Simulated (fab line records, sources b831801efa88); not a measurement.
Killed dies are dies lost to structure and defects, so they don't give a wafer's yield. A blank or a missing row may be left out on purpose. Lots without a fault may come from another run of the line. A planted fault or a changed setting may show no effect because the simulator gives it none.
fab line records | flow sky130
record lots=11 wafers=33 last_day=50
route steps=708 shown POLY_GATE@231 LDD_P@265 LDD_LDN@293 SPACER@306 PAD_OPEN@708
lots that met no fault: from a run of the same line without faults
start_h: hours from the record's first day to the start of the lot's first wafer shown | wait_h: hours since the lot's step before | " the same as in the row above | L1.1+2: a row that stands for several wafers | - no value, or no start given | * or withheld: withheld | < > ~ a bound
route shown NAME@n: a module of which the file shows steps, and the number in the route of the first | usual: mean/standard deviation of fault-free wafers | same: alike in all rows | chamber/n: place in a boat | sites: the reading at each site | _std_site: their standard deviation | _edge_site: outer sites' mean less inner sites' | radius_mm: how far each site lies from the wafer's centre | mask NAME#n: copy n | behind: the tool/chamber that last shaped the wafer | hold: why the lot was held/for how many hours/how that ended | device: the transistor (n, p or np) that didn't switch | end of line: the same wafers' tests at the end of the route | a step without rows: its recipe alone | killed: dies lost to structure and defects at the first sort, not the wafer's yield | map: a wafer's dies, x killed, . not, _ none there
set.NAME: the setting as run; set.NAME@STEP: as run at that earlier step | model.NAME: the simulator's own value behind a step, which no gauge read
steps of the route over a sample of lots; a table a step, a row a wafer
services: from which hour (start_h, from the record's first day; less than 0 if before it) a tool's chamber was out of use, for how many hours, and why
## steps
# step SKY_POLY_GATE_ETCH_17
# recipe target_depth_nm=180 stop_on=SiO2 over_etch_frac=0.56667 chemistry=HBr/Cl2 target=poly-Si icp_w=400 bias_w=100 pressure_mtorr=10 HBr_flow_sccm=150 Cl2_flow_sccm=50 time_s=70.5
# usual HBr_flow_sccm=150.1/0.45 bias_w=99.94/0.3 drypump_motor_current_A=5.4/0.42 oes_product_au=0.986/0.007 throttle_valve_pct=33.684/0.009
# columns lot.wafer tool chamber start_h wait_h HBr_flow_sccm bias_w drypump_motor_current_A oes_product_au rf_hours_counter_h throttle_valve_pct
L684.2 rie_si-02 2 362.54 0.0 150.0 100.04 6.0 0.978 75 33.676
L684.4 " 0 " " 150.8 99.29 5.1 0.989 51 33.698
L684.5 " 1 " " 150.5 100.28 4.8 0.989 - 33.695
L687.1 rie_si-02 3 379.78 0.0 149.9 100.12 5.1 0.988 2 33.680
L687.5 " 2 " " 150.4 100.01 6.0 0.977 - 33.689
L687.6 " 3 " " 149.8 99.57 5.2 0.986 - 33.682
L686.1 rie_si-01 0 380.93 0.0 149.7 99.77 5.3 0.996 47 33.686
L686.3 " 1 " " 150.2 100.23 5.4 0.993 26 33.681
L686.6 " 0 " " 150.3 100.08 5.3 0.989 - 33.702
L697.2 rie_si-01 3 481.64 0.0 149.2 100.32 6.0 0.987 0 33.689
L697.3 " 0 " " 149.5 100.12 5.3 0.995 48 33.686
L697.5 " 3 " " 150.2 100.00 6.0 0.987 - 33.676
L700.2 rie_si-02 3 513.73 0.0 149.8 100.10 5.2 0.992 3 33.695
L700.4 " 1 " " 149.8 100.40 4.8 0.987 - 33.688
L700.6 " 2 " " 150.9 100.15 6.0 0.986 - 33.683
L701.3 rie_si-01 3 518.34 0.0 150.3 99.60 6.0 0.987 0 33.683
L701.5 " 1 " " 150.0 100.36 5.5 0.997 - 33.679
L701.6 " 0 " " 150.1 100.46 5.3 0.983 - 33.692
L702.1 rie_si-02 3 521.98 0.0 150.8 99.46 5.2 0.987 3 33.681
L702.4 " 1 " " 150.2 99.52 4.8 0.991 - 33.683
L702.5 " 2 " " 150.7 99.82 6.0 0.988 - 33.683
L704.1 rie_si-02 3 542.74 0.0 150.1 100.18 5.2 0.972 3 33.660
L704.2 " 2 " " 150.9 100.14 6.0 0.983 1 33.683
L704.6 " 2 " " 149.9 100.21 6.0 0.982 - 33.691
L705.1 rie_si-01 1 544.70 0.0 149.5 100.24 5.5 0.988 27 33.672
L705.2 " 2 " " 149.4 99.80 5.0 0.991 2 33.694
L705.3 " 3 " " 150.7 99.62 6.0 0.987 0 33.687
L706.2 rie_si-02 1 555.03 0.0 150.3 100.03 4.8 0.986 2 33.677
L706.3 " 3 " " 149.6 99.57 5.2 0.991 3 33.680
L706.6 " 1 " " 150.2 99.67 4.8 0.997 - 33.687
L707.2 rie_si-01 1 565.89 0.0 149.7 99.70 5.5 0.992 27 33.676
L707.3 " 3 " " 151.0 99.91 5.9 0.988 1 33.699
L707.5 " 0 " " 149.7 100.04 5.3 0.983 - 33.686
# step SKY_LDD_P_STRIP_10
# recipe chemistry=O2/N2 power_w=1400 pressure_mtorr=1500 platen_temp_c=withheld o2_flow_sccm=3000 n2_flow_sccm=300 overash_fraction=0.5
# usual drypump_motor_current_A=6.0/0.41 oes_product_au=0.715/0.0045 strip_time_to_endpoint_s=14.19/0.043
# columns lot.wafer tool chamber start_h wait_h drypump_motor_current_A oes_product_au rf_hours_counter_h strip_time_to_endpoint_s
L684.2 plasma_asher-03 1 424.00 0.1 6.0 0.708 75 14.15
L684.4 " 0 " " 6.0 0.721 - 14.15
L684.5 " 1 " " 6.0 0.711 - 14.18
L687.1 plasma_asher-04 0 444.74 0.1 6.3 0.710 61 14.14
L687.5 " 1 " " 5.2 0.712 - 14.18
L687.6 " 0 " " 6.2 0.721 - 14.16
L686.1 plasma_asher-03 1 445.64 0.1 6.0 0.719 78 14.23
L686.3 " 0 " " 6.0 0.719 - 14.22
L686.6 " 1 " " 6.0 0.722 - 14.18
L697.2 plasma_asher-01 0 544.24 0.1 5.7 0.711 43 14.14
L697.3 " 0 " " 5.7 0.714 - 14.17
L697.5 " 1 " " 6.5 0.713 - 14.17
L700.2 plasma_asher-03 1 578.25 0.1 6.0 0.714 91 14.20
L700.4 " 1 " " 6.0 0.710 - 14.22
L700.6 " 1 " " 6.0 0.712 - 14.14
L701.3 plasma_asher-04 0 580.99 0.1 6.3 0.708 - 14.22
L701.5 " 0 " " 6.3 0.718 - 14.23
L701.6 " 1 " " 5.2 0.707 - 14.21
L702.1 plasma_asher-04 0 584.09 0.1 6.3 0.715 75 14.23
L702.4 " 1 " " 5.2 0.721 - 14.15
L702.5 " 1 " " 5.2 0.715 - 14.23
L704.1 plasma_asher-01 1 603.24 0.1 6.5 0.716 49 14.21
L704.2 " 0 " " 5.7 0.708 49 14.15
L704.6 " 0 " " 5.7 0.717 - 14.19
L705.1 plasma_asher-03 0 606.24 0.1 6.0 0.720 94 14.15
L705.2 " 1 " " 6.0 0.719 94 14.16
L705.3 " 1 " " 6.0 0.710 - 14.18
L706.2 plasma_asher-01 0 615.94 0.1 5.7 0.718 50 14.13
L706.3 " 0 " " 5.7 0.715 - 14.18
L706.6 " 1 " " 6.6 0.713 - 14.14
L707.2 plasma_asher-04 0 626.11 0.1 6.3 0.709 79 14.20
L707.3 " 1 " " 5.2 0.712 - 14.19
L707.5 " 0 " " 6.3 0.713 - 14.19
# step SKY_LDD_LDN_EXPOSE_04
# recipe mask_id=LDNTM na=0.6 source_shape=conventional sigma_outer=0.6 polarization=unpolarized target_cd_nm=700 dose_mj=140
# usual focus_offset_nm=0.1/0.58 reticle_temp_C=22.99/0.1
# columns lot.wafer tool chamber start_h wait_h mask focus_offset_nm reticle_temp_C
L684.2 iline_stepper-02 0 500.63 - LDNTM#0 -0.1 23.16
L684.4 " 0 " " LDNTM#0 1.1 23.11
L684.5 " 0 " " LDNTM#0 0.9 23.20
L687.1 iline_stepper-01 0 522.54 - LDNTM#0 -0.2 23.01
L687.5 " 0 " " LDNTM#0 0.4 22.83
L687.6 " 0 " " LDNTM#0 -0.4 22.93
L686.1 iline_stepper-02 0 523.37 - LDNTM_R1#0 0.0 23.00
L686.3 " 0 " " LDNTM_R1#0 0.1 23.15
L686.6 " 0 " " LDNTM_R1#0 0.4 22.79
L697.2 iline_stepper-02 0 618.08 - LDNTM#0 -0.6 22.91
L697.3 " 0 " " LDNTM#0 0.6 22.99
L697.5 " 0 " " LDNTM#0 -0.1 22.98
L700.2 iline_stepper-02 0 649.01 - LDNTM#0 -0.2 23.00
L700.4 " 0 " " LDNTM#0 0.0 22.95
L700.6 " 0 " " LDNTM#0 0.0 22.89
L701.3 iline_stepper-01 0 650.58 - LDNTM#0 -0.2 22.98
L701.5 " 0 " " LDNTM#0 0.8 23.01
L701.6 " 0 " " LDNTM#0 -0.2 23.07
L702.1 iline_stepper-01 0 654.79 - LDNTM#0 0.5 23.04
L702.4 " 0 " " LDNTM#0 0.4 23.11
L702.5 " 0 " " LDNTM#0 -0.1 22.96
L704.1 iline_stepper-01 0 674.34 - LDNTM#0 0.6 23.15
L704.2 " 0 " " LDNTM#0 -0.1 23.17
L704.6 " 0 " " LDNTM#0 0.3 22.99
L705.1 iline_stepper-01 0 676.30 - LDNTM#0 0.4 22.89
L705.2 " 0 " " LDNTM#0 0.5 22.91
L705.3 " 0 " " LDNTM#0 0.6 23.00
L706.2 iline_stepper-01 0 685.63 - LDNTM#0 -1.3 23.02
L706.3 " 0 " " LDNTM#0 0.4 23.00
L706.6 " 0 " " LDNTM#0 -1.0 22.90
L707.2 iline_stepper-02 0 696.63 - LDNTM#0 0.4 23.03
L707.3 " 0 " " LDNTM#0 1.1 23.03
L707.5 " 0 " " LDNTM#0 0.6 22.98
# step SKY_SPACER_ETCHBACK_02
# recipe chemistry=CH3F/O2 target=Si3N4 stop_on=SiO2 source_w=400 bias_w=80 pressure_mtorr=25 ch3f_flow_sccm=40 O2_flow_sccm=30 time_s=46.7 target_depth_a=450
# usual bias_w=80.01/0.25 drypump_motor_current_A=5.7/0.36 oes_product_au=0.854/0.0065 throttle_valve_pct=10.562/0.009
# columns lot.wafer tool chamber start_h wait_h bias_w drypump_motor_current_A oes_product_au rf_hours_counter_h throttle_valve_pct
L684.2 rie_diel-02 1 518.20 0.0 79.83 5.9 0.850 79 10.551
L684.4 " 0 " " 80.12 5.3 0.851 10 10.566
L684.5 " 0 " " 80.04 5.3 0.860 - 10.565
L686.1 rie_diel-04 0 538.94 0.1 79.74 5.7 0.865 38 10.566
L686.3 " 3 " " 79.65 5.4 0.862 38 10.571
L686.6 " 1 " " 79.88 5.1 0.850 - 10.562
L687.1 rie_diel-01 1 538.94 0.1 79.69 6.2 0.855 8 10.541
L687.5 " 1 " " 79.81 6.2 0.843 - 10.568
L687.6 " 2 " " 80.15 5.6 0.853 - 10.571
L697.2 rie_diel-01 0 633.61 0.0 79.82 5.8 0.847 48 10.569
L697.3 " 1 " " 80.21 6.2 0.849 11 10.573
L697.5 " 0 " " 80.07 5.8 0.850 - 10.548
L700.2 rie_diel-01 2 664.02 0.0 80.30 5.6 0.862 24 10.554
L700.4 " 0 " " 80.09 5.8 0.867 - 10.569
L700.6 " 2 " " 80.10 5.6 0.870 - 10.567
L701.3 rie_diel-01 1 666.40 0.0 80.16 6.2 0.871 12 10.559
L701.5 " 1 " " 80.31 6.2 0.861 - 10.564
L701.6 " 0 " " 79.94 5.8 0.862 - 10.552
L702.1 rie_diel-02 1 670.92 0.1 80.68 5.9 0.851 1 10.572
L702.4 " 2 " " 79.90 6.2 0.846 2 10.552
L702.5 " 1 " " 80.46 5.9 0.854 - 10.546
L704.1 rie_diel-01 0 690.13 0.1 80.28 5.7 0.856 49 10.552
L704.2 " 1 " " 80.00 6.2 0.853 12 10.558
L704.6 " 1 " " 79.85 6.2 0.857 - 10.572
L705.1 rie_diel-02 0 691.35 0.1 80.55 5.2 0.854 14 10.584
L705.2 " 1 " " 80.35 5.9 0.860 1 10.565
L705.3 " 3 " " 80.24 5.5 0.860 5 10.589
L706.2 rie_diel-01 0 703.84 0.0 80.13 5.8 0.846 50 10.559
L706.3 " 3 " " 80.22 6.5 0.861 0 10.561
L706.6 " 0 " " 79.92 5.8 0.850 - 10.573
L707.2 rie_diel-04 0 712.13 0.0 79.83 5.6 0.850 42 10.567
L707.3 " 3 " " 79.81 5.4 0.851 42 10.568
L707.5 " 0 " " 79.87 5.6 0.846 - 10.559
# step SKY_PAD_OPEN_PROBE_99
# usual killed_at_M0_to_M3=44/6.4 killed_at_M4_up=3.4/2.1 killed_at_contacts=23/5 killed_at_front_end=15/4.5 killed_at_other=0.3/0.54 killed_dies=86/9.5 killed_open=48/6.9 killed_short=38/5.9
# same gross_dies=492 killed_at_back_side=0
# columns lot.wafer tool chamber start_h wait_h killed_at_M0_to_M3 killed_at_M4_up killed_at_contacts killed_at_front_end killed_at_other killed_dies killed_open killed_short
L697.2 prober-02 - 1147.63 0.1 47 5 23 7 0 82 52 30
L697.3 prober-02 - 1147.68 0.2 50 4 24 26 0 104 59 44
L697.5 prober-02 - 1147.78 0.2 51 6 28 14 0 99 59 38
L700.2 prober-01 - 1166.06 0.1 40 2 23 23 0 88 50 36
L700.4 prober-01 - 1166.16 0.2 36 0 22 11 2 71 30 39
L700.6 prober-01 - 1166.26 0.2 46 1 21 13 2 83 47 35
# killed by level:class
L697.2 VIA1:geometric_particle:open=16 CONTACT:geometric_particle:open=8 LI_CONTACT:geometric_particle:open=6 VIA2:geometric_particle:open=6 VIA1:geometric_particle:short=5 VIA3:geometric_particle:open=5 FIELD_ISO:geometric_particle:open=4 LI_CONTACT:geometric_particle:short=3
L697.3 VIA1:geometric_particle:open=16 CONTACT:geometric_particle:open=12 FIELD_ISO:geometric_particle:short=9 CONTACT:geometric_particle:short=8 VIA1:geometric_particle:short=7 VIA3:geometric_particle:open=7 POLY_GATE:geometric_particle:short=6 VIA2:geometric_particle:open=5
L697.5 CONTACT:geometric_particle:open=15 VIA1:geometric_particle:open=15 VIA2:geometric_particle:open=10 METAL2:geometric_particle:short=6 METAL4:geometric_particle:short=5 METAL1:geometric_particle:short=4 LI_CONTACT:geometric_particle:open=3 LOCAL_INTERCONNECT:geometric_particle:short=3
L700.2 CONTACT:geometric_particle:open=11 POLY_GATE:geometric_particle:open=9 VIA1:geometric_particle:open=9 VIA2:geometric_particle:open=7 FIELD_ISO:geometric_particle:short=6 CONTACT:geometric_particle:short=6 VIA3:geometric_particle:open=6 METAL3:geometric_particle:short=5
L700.4 METAL1:geometric_particle:short=7 VIA1:geometric_particle:open=7 CONTACT:geometric_particle:open=6 METAL2:geometric_particle:short=6 LI_CONTACT:geometric_particle:short=5 POLY_GATE:geometric_particle:short=4 LI_CONTACT:geometric_particle:open=4 CONTACT:geometric_particle:short=4
L700.6 VIA1:geometric_particle:open=10 VIA3:geometric_particle:open=10 CONTACT:geometric_particle:short=7 METAL2:geometric_particle:short=6 CONTACT:geometric_particle:open=5 VIA1:geometric_particle:short=5 VIA2:geometric_particle:open=5 FIELD_ISO:geometric_particle:open=4
## services
# columns tool chamber start_h hours kind
rie_si-01 2 345.03 1.6 repair
rie_si-01 - 363.76 2.8 pm
rie_diel-01 1 379.43 2.1 repair
iline_stepper-01 - 380.04 1.7 pm
rie_si-02 2 380.94 27.1 repair
iline_stepper-02 - 382.51 7.9 repair
rie_diel-01 2 406.44 125.2 repair
rie_si-01 2 412.06 8.2 repair
rie_si-02 - 417.86 14.6 pm
rie_diel-01 0 428.95 7.7 repair
rie_si-01 3 491.83 15.7 repair
iline_stepper-02 - 519.74 1.7 pm
rie_si-02 2 528.42 7.7 repair
iline_stepper-01 - 530.05 1.0 repair
rie_diel-01 3 561.73 67.4 repair
rie_si-01 3 580.18 7.2 repair
rie_si-02 2 588.12 2.2 repair
rie_diel-01 - 597.91 0.1 repair
iline_stepper-01 - 598.22 1.7 pm
rie_diel-01 2 611.63 17.3 repair
rie_si-01 - 617.92 0.4 repair
rie_si-02 0 669.63 12.2 repair
rie_diel-01 3 684.42 17.3 repair
rie_diel-01 2 688.86 18.4 repair
## key
first_sign step=SKY_LDD_LDN_EXPOSE_04 reading=mask direction=changed
effect none on later readings
met_at SKY_LDD_LDN_EXPOSE_04
struck_lots L686
tester_left_out L686
not_acting_at SKY_POLY_GATE_ETCH_17,SKY_LDD_P_STRIP_10,SKY_SPACER_ETCHBACK_02
onset_between 500.63 523.37
fault kind=wrong_mask tool=any chamber=- onset_h=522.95 steps=SKY_LDD_LDN_EXPOSE_04 aux_copy=LDNTM_R1#0 cd_offset_nm=49 scope=struck_lots_only
# tester_left_out: of these lots the tester's yield and bins aren't shown, on N5 and GAA mostly nor the transistor test; their killed dies are dies lost to structure and defects alone, not to doping, threshold or leakage, so they don't give the yield
